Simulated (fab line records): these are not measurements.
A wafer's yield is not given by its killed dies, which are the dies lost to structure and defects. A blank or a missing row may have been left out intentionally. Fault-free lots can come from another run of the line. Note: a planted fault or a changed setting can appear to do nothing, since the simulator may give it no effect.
Matching of chambers ; flow gf180mcu ; cmp-02 running GF_V1_CMP_04: 4 sister chambers
The step polishes SiO2. 30 wafers are shown with their chamber, then 12 later ones without.

== WAFERS, EACH WITH ITS CHAMBER ==
wafer;chamber;motor current A (A);time to endpoint s (s);head pressure psi (psi)
L074.2;3;10.8;77;4.004
L074.5;0;11.6;77;4.011
L074.6;3;10.6;84;3.993
L077.1;2;11.1;77;3.997
L077.5;0;11.4;89;3.992
L077.6;3;11.2;73;3.994
L079.1;2;11.3;66;3.999
L079.3;1;15.7;81;4.013
L079.4;0;11.0;75;4.010
L081.1;3;11.0;78;4.009
L081.2;0;11.9;80;4.015
L081.4;1;14.8;86;4.002
L082.3;3;10.7;76;4.005
L082.4;1;14.8;90;4.001
L082.6;0;11.3;89;4.008
L083.1;3;11.0;74;3.993
L083.3;0;11.3;74;3.995
L083.6;2;10.9;76;4.011
L084.3;2;11.4;68;3.995
L084.5;0;11.5;79;4.003
L084.6;1;15.3;85;4.004
L086.1;2;11.3;71;4.002
L086.3;1;15.7;86;3.999
L086.5;2;11.2;75;4.008
L087.2;3;11.0;70;3.997
L087.5;2;11.1;75;4.000
L087.6;3;10.8;80;4.008
L091.1;3;11.0;67;3.994
L091.2;0;11.2;71;4.014
L091.6;0;11.7;78;4.000

SIGNATURES (means of the wafers above)
reading;chamber 0;chamber 1;chamber 2;chamber 3;scatter within a chamber
motor current A;11.433;15.260;11.186;10.900;0.268
time to endpoint s;79.11;85.60;72.57;75.44;5.09
head pressure psi;4.00533;4.00380;4.00171;3.99967;0.00689
Rule: a wafer lies at a distance from a chamber equal to the root of the sum of squares, over the readings, of (its reading less the chamber's mean, divided by the reading's scatter). The wafer belongs to the nearest chamber; if the next one is less than 2 further off, it can't be placed. The scatter: take each reading less its chamber's mean, square it, sum over the shown wafers, divide by the number of wafers less the number of chambers, and take the root.

== WAFERS WITH NO CHAMBER GIVEN ==
wafer;motor current A (A);time to endpoint s (s);head pressure psi (psi)
L092.3;11.4;71;3.996
L092.5;10.8;73;3.994
L092.6;11.2;86;3.999
L093.1;11.2;70;3.984
L093.3;11.1;76;3.987
L093.4;10.7;73;3.994
L094.2;10.5;68;4.007
L094.3;15.3;74;3.996
L094.6;11.3;76;4.027
L096.1;15.1;82;4.009
L096.4;11.2;67;3.997
L096.5;15.5;87;4.012

== THE CHAMBER EACH PASSED THROUGH ==
wafer;from the rows above;in truth
L092.3;can't be placed: 2 or 0 or 3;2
L092.5;can't be placed: 3 or 2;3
L092.6;can't be placed: 0 or 3 or 2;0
L093.1;can't be placed: 2 or 3 or 0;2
L093.3;can't be placed: 3 or 2 or 0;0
L093.4;can't be placed: 3 or 2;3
L094.2;can't be placed: 3 or 2 or 0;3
L094.3;1;1
L094.6;can't be placed: 0 or 2 or 3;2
L096.1;1;1
L096.4;can't be placed: 2 or 3 or 0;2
L096.5;1;1
3 of 12 placed correctly. Can't be placed from these rows: 9 (the true chamber is among the candidates in 9). Number placed wrongly: 0.
